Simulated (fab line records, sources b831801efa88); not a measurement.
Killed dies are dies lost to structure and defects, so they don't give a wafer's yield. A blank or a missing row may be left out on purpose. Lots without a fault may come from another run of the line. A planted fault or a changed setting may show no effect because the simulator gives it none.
Chamber matching | flow gf180mcu | GF_V1_ETCH_16 on rie_diel-01: 4 sister chambers
The step etches BARC in N2/H2. 20 wafers are shown with their chamber, then 10 later ones without.

WAFERS WITH THEIR CHAMBER
wafer  | chamber | drypump_motor_current_A (A) | rf_fwd_power_W (W) | throttle_valve_pct (%)
L076.1 | 0       | 5.9                         | 497.4              | 13.228
L076.2 | 3       | 5.4                         | 492.5              | 13.225
L076.5 | 1       | 5.7                         | 495.0              | 13.225
L078.2 | 1       | 5.7                         | 493.7              | 13.234
L078.3 | 3       | 5.4                         | 491.2              | 13.228
L078.5 | 1       | 5.7                         | 492.1              | 13.224
L079.1 | 3       | 5.4                         | 491.8              | 13.229
L079.3 | 0       | 6.0                         | 498.9              | 13.209
L079.6 | 1       | 5.7                         | 494.7              | 13.231
L080.2 | 1       | 5.7                         | 492.6              | 13.224
L080.5 | 2       | 5.5                         | 495.6              | 13.237
L080.6 | 1       | 5.7                         | 495.7              | 13.225
L084.4 | 0       | 6.0                         | 498.0              | 13.218
L084.5 | 0       | 5.9                         | 499.5              | 13.228
L084.6 | 3       | 5.4                         | 491.2              | 13.238
L087.1 | 2       | 5.6                         | 497.1              | 13.228
L087.3 | 0       | 6.0                         | 497.2              | 13.219
L087.6 | 2       | 5.6                         | 492.7              | 13.235
L089.3 | 0       | 5.9                         | 496.8              | 13.221
L089.4 | 0       | 6.0                         | 496.8              | 13.220

SIGNATURES (means of the wafers above)
reading                 | chamber 0 | chamber 1 | chamber 2 | chamber 3 | scatter within a chamber
drypump_motor_current_A | 5.957     | 5.700     | 5.567     | 5.400     | 0.0386
rf_fwd_power_W          | 497.800   | 493.967   | 495.133   | 491.675   | 1.32
throttle_valve_pct      | 13.22043  | 13.22717  | 13.23333  | 13.23000  | 0.0055
Rule: a wafer's distance from a chamber is the root of the sum, over the readings, of the square of ((its reading less the chamber's mean) divided by the reading's scatter). The wafer belongs to the nearest chamber; if the next one is less than 2 further off, it can't be placed. The scatter: the root of (the sum of the squares of (reading less its chamber's mean) over the shown wafers, divided by (wafers less chambers)).

WAFERS WITHOUT THEIR CHAMBER
wafer  | drypump_motor_current_A (A) | rf_fwd_power_W (W) | throttle_valve_pct (%)
L089.6 | 5.6                         | 496.2              | 13.219
L092.3 | 5.9                         | 498.6              | 13.223
L092.4 | 5.9                         | 497.7              | 13.234
L092.6 | 5.7                         | 495.0              | 13.207
L093.1 | 5.4                         | 491.1              | 13.224
L093.5 | 5.5                         | 490.6              | 13.223
L093.6 | 6.0                         | 498.5              | 13.220
L097.1 | 5.4                         | 489.7              | 13.222
L097.2 | 5.6                         | 495.7              | 13.227
L097.3 | 6.0                         | 496.3              | 13.244

WHICH CHAMBER EACH WENT THROUGH
wafer  | from the rows above     | in truth
L089.6 | can't be placed: 2 or 1 | 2
L092.3 | 0                       | 0
L092.4 | 0                       | 0
L092.6 | 1                       | 1
L093.1 | 3                       | 3
L093.5 | can't be placed: 3 or 2 | 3
L093.6 | 0                       | 0
L097.1 | 3                       | 3
L097.2 | can't be placed: 2 or 1 | 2
L097.3 | 0                       | 0
Placed correctly: 7 of 10. Can't be placed from these rows: 3 (the true chamber is among the candidates in 3). Placed wrongly: 0.
